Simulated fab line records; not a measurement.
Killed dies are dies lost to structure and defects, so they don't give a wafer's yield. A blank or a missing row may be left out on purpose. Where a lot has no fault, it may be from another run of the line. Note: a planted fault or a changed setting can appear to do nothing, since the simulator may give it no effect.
A lot that was struck, set against a sound lot :: flow gf180mcu :: 28 out of 602 route steps
Sound: wafers L176.1, L176.3, L176.4. Struck: wafers L165.2, L165.3, L165.6. The cause is given at the end.
Each step with rows lists, per side, the tool, then ch with its chambers, then its first start. Under that, the readings that differ: sound wafers :: struck wafers :: difference of the means :: sigmas: that difference in standard deviations of wafers without a fault.
alike: readings whose means differ by less than 2 such deviations, and words and numbers that are the same on both sides. not compared: withheld readings, readings that some wafer has no value for, bounds like >300 that may hide the same value, and numbers for which the record gives no deviation and whose values overlap.
Wherever a step has rows on one side only, a row that says differs or no value, or a row with sigmas, the two part there. Numbers that have no deviation but don't overlap get no sigmas and don't part them. Lack of a reading on every wafer of one side parts them only where that side has two or more wafers.

GF_V5_OVL_MEAS_15:
  sound: overlay-02 at day 33 08:42; struck: overlay-01 at day 30 19:00
  alike: V5_OVL
then, 2 steps without rows for these wafers: GF_V5_ETCH_16 (etches BARC in N2/H2); GF_V5_ETCH_17 (etches SiO2 in C4F8/O2/Ar, stops on TiN, target depth 855 nm).
GF_V5_STRIP_18: strips in O2/N2.
  sound on plasmaAsher-03 ch 0,1, day 33 08:53; struck on plasmaAsher-02 ch 0,1, day 30 19:11
  alike: drypumpMotorCurrentA, heaterPowerW, oesProductAu
  not compared: rfHoursCounterH
then, 2 steps without rows for these wafers: GF_V5_STRIP_19 (strips in post etch residue remover, time 1200 s); GF_V5_CLEAN_20 (cleans in DIW).
GF_V5_SPUTTER_21: material Ti, target thk 15 nm, time 80.02 s.
  sound: pvdSputter-02 at day 33 09:27; struck: pvdSputter-01 at day 30 19:43
  alike: cathodeDcPowerW, chamberPressurePa, throttleValvePct
then, 1 step without rows for these wafers: GF_V5_SPUTTER_22 (material TiN, target thk 10 nm, time 40 s).
GF_V5_CVD_23: deposits W, target thk 350 nm, time 104.9 s.
  sound on cvdW-02 ch 0,1, day 33 09:33; struck on cvdW-01 ch 0,1, day 30 19:49
  alike: heaterPowerW
GF_V5_RS_MEAS_24: uses a four-point probe to measure.
  sound: filmMetro-03 at day 33 09:40; struck: filmMetro-03 at day 30 19:57
  alike: V5_W_RS
GF_V5_THK_MEAS_25: measures by xrf.
  sound: filmMetro-03 at day 33 09:47; struck: filmMetro-03 at day 30 20:04
  alike: V5_W_THK
then, 1 step without rows for these wafers: GF_V5_CMP_26 (polishes, stops on SiO2, t overpolish 15 s, target thk 0 nm).
GF_TOP_METAL_SPUTTER_00: material Ti, target thk 37.5 nm, time 150 s.
  sound: pvdSputter-04 at day 33 10:09; struck: pvdSputter-04 at day 30 20:25
  no value came back on the struck wafers for cathodeDcPowerW (W), chamberPressurePa (Pa), throttleValvePct (%); on the sound wafers cathodeDcPowerW (W) reads 4000.3 4001.3 4000.4
then, 3 steps without rows for these wafers: GF_TOP_METAL_SPUTTER_01 (material TiN, target thk 30 nm, time 25 s); GF_TOP_METAL_SPUTTER_02 (material AlCu, target thk 900 nm, time 47.82 s); GF_TOP_METAL_SPUTTER_03 (material Ti, target thk 5 nm, time 3.3 s).
GF_TOP_METAL_SPUTTER_04: material TiN, target thk 25 nm, time 20.8 s.
  sound: pvdSputter-04 at day 33 10:20; struck: pvdSputter-04 at day 30 20:36
  alike: cathodeDcPowerW, chamberPressurePa, throttleValvePct
then, 7 steps without rows for these wafers: GF_TOP_METAL_DEHYDRATE_07 (time 60 s); GF_TOP_METAL_HMDS_08 (prime time 60 s); GF_TOP_METAL_COAT_09 (resist thk 1500 nm); GF_TOP_METAL_SOFTBAKE_10 (time 60 s); GF_TOP_METAL_EXPOSE_11 (exposes mask MetalTop, target cd 440 nm); GF_TOP_METAL_PEB_12; GF_TOP_METAL_DEVELOP_13 (develop time 60 s).
GF_TOP_METAL_CD_MEAS_14 targets a cd of 440 nm.
  sound: cdSem-01 at day 34 01:22; struck: cdSem-02 at day 31 14:12
  alike: cdNm
GF_TOP_METAL_OVL_MEAS_15:
  sound: overlay-01 at day 34 01:29; struck: overlay-02 at day 31 14:19
  alike: TOP_METAL_OVL
GF_TOP_METAL_METAL_ETCH_16: etches the open film in Cl2/BCl3, stops on SiO2, target depth 1077.5 nm, time 179.6 s.
  sound on rieMetal-04 ch 0,1, day 34 01:32; struck on rieMetal-02 ch 0,1, day 31 14:20
reading: throttleValvePct (%)
sound: 28.256 28.249 28.252
struck: 28.287 28.285 28.278
difference: +0.031
sigmas: +3
  alike: drypumpMotorCurrentA, oesProductAu, rfFwdPowerW
  not compared: rfHoursCounterH
GF_TOP_METAL_STRIP_17: strips in O2/N2.
  sound on plasmaAsher-02 ch 0,1, day 34 01:42; struck on plasmaAsher-04 ch 0, day 31 14:31
reading: drypumpMotorCurrentA (A)
sound: 6.3 6.3 5.8
struck: 5.2 5.3 5.2
difference: -0.9
sigmas: -2

reading: heaterPowerW (W)
sound: 387 395 359
struck: 267 276 266
difference: -111
sigmas: -3
  alike: oesProductAu, stripTimeToEndpointS
  not compared: rfHoursCounterH

WHERE THEY PART
At GF_TOP_METAL_SPUTTER_00 first; at GF_TOP_METAL_STRIP_17 last (within this record only).

WHY: what the simulator had put in
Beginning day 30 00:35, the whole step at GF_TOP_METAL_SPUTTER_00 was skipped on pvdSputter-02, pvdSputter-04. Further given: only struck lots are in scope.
